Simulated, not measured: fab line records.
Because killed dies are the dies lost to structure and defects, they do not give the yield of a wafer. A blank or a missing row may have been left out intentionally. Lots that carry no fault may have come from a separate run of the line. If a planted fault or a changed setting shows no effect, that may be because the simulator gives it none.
Comparing a struck lot with a sound one :: flow sky130 :: 19 out of 708 route steps
Sound: these wafers, L198.2, L198.3, L198.5. Struck: wafers L192.3, L192.4, L192.5. The cause is given at the end.
At each step with rows: each side's tool, then ch and its chambers, then its first start. Under that, the readings that differ: sound wafers :: struck wafers :: difference of the means :: sigmas: that difference in standard deviations of wafers without a fault.
alike: readings whose means differ by less than 2 such deviations, and words and numbers that are the same on both sides. not compared: withheld readings, readings that some wafer has no value for, bounds like >300 that may hide the same value, and numbers for which the record gives no deviation and whose values overlap.
A row with sigmas, a row that says differs or no value, or rows on one side alone: a step with any of these is where the two part. When numbers do not overlap yet have no deviation, they are printed without sigmas and do not part them. Lack of a reading on every wafer of one side parts them only where that side has two or more wafers.

first, 6 steps without rows for these wafers: SKY_VT_ADJUST_PCH_HMDS_01 (prime time 60 s); SKY_VT_ADJUST_PCH_COAT_02 (resist thk 3000 nm); SKY_VT_ADJUST_PCH_SOFTBAKE_03; SKY_VT_ADJUST_PCH_EXPOSE_04 (exposes mask NWM, target cd 840 nm); SKY_VT_ADJUST_PCH_PEB_05; SKY_VT_ADJUST_PCH_DEVELOP_06 (develop time 60 s).
SKY_VT_ADJUST_PCH_OVL_MEAS_07:
  sound on overlay-02, day 17 10:29; struck on overlay-01, day 15 11:14
  alike: VT_ADJUST_PCH_OVL
then, 1 step without rows for these wafers: SKY_VT_ADJUST_PCH_IMPLANT_08.
SKY_VT_ADJUST_PCH_STRIP_09: strips in O2/N2.
  sound on plasma asher-01 ch 0,1, day 17 10:40; struck on plasma asher-03 ch 0,1, day 15 11:26
  alike: drypump motor current A, o2 flow sccm, oes product au, strip time to endpoint s
  not compared: rf hours counter h
SKY_VT_ADJUST_PCH_TW_MEAS_10:
  sound on film metro-01, day 17 10:47; struck on film metro-02, day 15 11:32
  alike: VT_ADJUST_PCH_TW
then, 2 steps without rows for these wafers: SKY_SONOS_TUNNEL_DEHYDRATE_00 (time 60 s); SKY_SONOS_TUNNEL_HMDS_01 (prime time 60 s).
SKY_SONOS_TUNNEL_COAT_02: resist thk 1140 nm.
  sound on litho track-02 ch 0, day 18 00:43; struck on litho track-03 ch 0, day 16 00:43
reading: spin speed rpm (rpm)
sound: 2997.8 2999.1 2995.3
struck: 3122.7 3126.1 3121.4
difference: +126.0
sigmas: +52

reading: model.NOVOLAK_of_SONOS_TUNNEL_COAT_02.thk nm (nm)
sound: 1138 1143 1140
struck: 1126 1125 1125
difference: -15
sigmas: 
then, 3 steps without rows for these wafers: SKY_SONOS_TUNNEL_SOFTBAKE_03 (time 60 s); SKY_SONOS_TUNNEL_EXPOSE_04 (exposes mask TUNM, target cd 410 nm); SKY_SONOS_TUNNEL_PEB_05.
SKY_SONOS_TUNNEL_DEVELOP_06: develop time 60 s.
  sound on litho track-02 ch 0, day 18 15:19; struck on litho track-03 ch 0, day 16 14:28
reading: model.NOVOLAK_of_SONOS_TUNNEL_COAT_02.thk nm (nm)
sound: 1137 1143 1140
struck: 1125 1125 1124
difference: -15
sigmas: 
SKY_SONOS_TUNNEL_CD_MEAS_07: target cd 410 nm.
  sound on cd sem-01, day 18 15:28; struck on cd sem-01, day 16 14:36
  alike: cd nm
-- record jumps: 33 days separate the struck wafers' starts on either side; left off in module SONOS_TUNNEL, taken up again in module PAD_OPEN, whose first shown step is the route's number 708 --
SKY_PAD_OPEN_PROBE_99:
  record: rows for the struck wafers here (prober-02, day 49 15:59), none for the sound ones

== WHERE THEY PART ==
Earliest at SKY_SONOS_TUNNEL_COAT_02; latest, in this record, at SKY_PAD_OPEN_PROBE_99.

WHY: what the simulator had put in
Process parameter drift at SKY_SONOS_TUNNEL_COAT_02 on litho track-03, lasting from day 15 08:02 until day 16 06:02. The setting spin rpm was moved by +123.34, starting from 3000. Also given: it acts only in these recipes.
